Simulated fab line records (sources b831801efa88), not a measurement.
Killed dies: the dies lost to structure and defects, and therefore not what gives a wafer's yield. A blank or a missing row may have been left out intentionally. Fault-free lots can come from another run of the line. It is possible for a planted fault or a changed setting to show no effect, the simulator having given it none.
What tool caused it?    flow gf180mcu    13 lots with 39 wafers sampled at 4 steps, on a route of 602 steps

== WHAT THE GAUGES SHOWED, per wafer ==
GF_M5_OVL_MEAS_08.
lot   measured      on          M5_OVL (nm)
L604  day 26 04:43  overlay-02  -1 -3 4
L606  day 26 18:46  overlay-02  2 2 2
L607  day 27 07:22  overlay-01  -3 -3 8
L609  day 27 18:23  overlay-02  -5 -9 -14
L610  day 28 05:44  overlay-02  6 -1 8
L611  day 28 12:52  overlay-01  3 4 1
L612  day 28 17:49  overlay-02  2 -4 0
L613  day 29 04:28  overlay-02  3 -2 6
L618  day 30 12:10  overlay-02  -8 -3 -10
L619  day 30 18:28  overlay-01  3 4 5
L620  day 31 07:40  overlay-01  4 0 -3
L622  day 31 13:37  overlay-01  -13 -5 -11
L624  day 32 04:40  overlay-01  0 -1 -4

GF_V5_BOW_MEAS_05.
lot   measured      on             V5_BOW (um)
L604  day 26 06:02  film_metro-01  144 155 133
L606  day 26 20:06  film_metro-03  129 125 120
L607  day 27 08:46  film_metro-01  140 135 118
L609  day 27 19:46  film_metro-01  125 133 130
L610  day 28 07:04  film_metro-04  137 130 141
L611  day 28 14:11  film_metro-04  143 125 141
L612  day 28 19:07  film_metro-03  135 146 130
L613  day 29 05:46  film_metro-04  146 135 135
L618  day 30 13:32  film_metro-04  140 140 131
L619  day 30 19:47  film_metro-04  126 131 133
L620  day 31 09:26  film_metro-03  115 123 126
L622  day 31 14:55  film_metro-03  133 135 138
L624  day 32 06:06  film_metro-01  123 137 117

GF_TOP_METAL_CD_MEAS_14: target cd 440 nm.
lot   measured      on         cd_nm (nm)
L604  day 28 00:41  cd_sem-01  436.9 439.3 439.6
L606  day 28 13:44  cd_sem-01  440.0 439.4 439.9
L607  day 29 01:10  cd_sem-02  441.2 437.6 439.1
L609  day 29 11:23  cd_sem-02  439.9 439.5 438.8
L610  day 29 23:31  cd_sem-02  440.2 438.6 438.0
L611  day 30 10:34  cd_sem-02  440.5 440.4 441.0
L612  day 30 11:00  cd_sem-02  439.1 440.4 439.6
L613  day 30 17:48  cd_sem-01  437.6 437.6 438.8
L618  day 32 02:13  cd_sem-02  421.5 419.6 424.2
L619  day 32 07:45  cd_sem-01  422.6 424.6 424.1
L620  day 32 20:49  cd_sem-01  425.7 425.4 426.2
L622  day 33 02:03  cd_sem-01  441.4 438.9 441.7
L624  day 33 15:31  cd_sem-02  442.1 442.7 441.1

== EACH LOT AND THE TOOL THAT RAN IT (in order: tool; ch and the chambers of the sampled wafers; start) ==
lot   GF_TOP_METAL_EXPOSE_11
L604  iline_stepper-01 ch 0, day 27 15:30
L606  iline_stepper-01 ch 0, day 28 04:04
L607  iline_stepper-01 ch 0, day 28 15:34
L609  iline_stepper-02 ch 0, day 29 02:23
L610  iline_stepper-02 ch 0, day 29 13:58
L611  iline_stepper-02 ch 0, day 30 03:01
L612  iline_stepper-02 ch 0, day 30 03:21
L613  iline_stepper-02 ch 0, day 30 10:06
L618  iline_stepper-02 ch 0, day 31 17:22
L619  iline_stepper-02 ch 0, day 32 01:02
L620  iline_stepper-02 ch 0, day 32 12:16
L622  iline_stepper-01 ch 0, day 32 19:10
L624  iline_stepper-01 ch 0, day 33 08:17
- GF_TOP_METAL_EXPOSE_11: exposes mask MetalTop, target cd 440 nm.

== AS READ BY THE TOOLS THEMSELVES (means over the sampled wafers that have a number; for cases with no such wafer, the mark the record gives instead) ==
GF_TOP_METAL_EXPOSE_11.
lot   tool              exposure_dose_mJ_cm2
L604  iline_stepper-01  169.92
L606  iline_stepper-01  169.98
L607  iline_stepper-01  169.88
L609  iline_stepper-02  169.68
L610  iline_stepper-02  169.80
L611  iline_stepper-02  169.91
L612  iline_stepper-02  169.90
L613  iline_stepper-02  169.77
L618  iline_stepper-02  181.81
L619  iline_stepper-02  181.40
L620  iline_stepper-02  177.22
L622  iline_stepper-01  170.02
L624  iline_stepper-01  170.03

== THE ANSWER, worked out from the rows above alone ==
Rule: what is usual is taken from the lots themselves. The widest of any qualifying gaps counts: lots, ordered by their means at a reading, are off when they make up no more than a third of the lots, leave a main group of 4 or more, and stand apart from it by 3 or more times the standard deviation of that group's means. A main group whose means are all the same, to the digits that the tables above print for the reading, isn't used. Also off: a lot with no number at a reading for which 4 or more lots have one. Where the step has rows for the other lots, those lots are counted as sound. Order of review: gauges by route order, followed by the tools' own readings, for which a lot's mean as printed above is used. The first step at which some lot is off is used, and at that step the reading that is off furthest; a lot without a number counts as furthest.
Off: L618, L619, L620, at GF_TOP_METAL_CD_MEAS_14 (cd_nm). Main group: mean 439.7 nm, sd 1.1.
A tool fits if, at a process step before that reading, it ran every lot that is off, and no sound lot after the first of them. The gauges at GF_TOP_METAL_CD_MEAS_14 aren't tried: what is off there is off at GF_TOP_METAL_EXPOSE_11 too, on other tools, and a gauge's error can't cause that. One fits: iline_stepper-02 at GF_TOP_METAL_EXPOSE_11. Its last sound lot is L613 (day 30 10:06), its first lot that is off L618 (day 31 17:22): a fault that began between those two fits.
On the lots that are off, the tool's own readings at GF_TOP_METAL_EXPOSE_11 differ by more than 5 times the standard deviation of the sound lots' means, which bears it out; exposure_dose_mJ_cm2 reads 180.14 there versus 169.89 on the sound lots.

== WHAT THE SIMULATOR HAD PUT IN ==
Drift in process parameters on iline_stepper-02 at GF_TOP_METAL_EXPOSE_11, starting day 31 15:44. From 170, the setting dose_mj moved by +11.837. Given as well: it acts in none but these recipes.
Struck lots among those shown: L618, L619, L620. The rule given above showed the same thing.
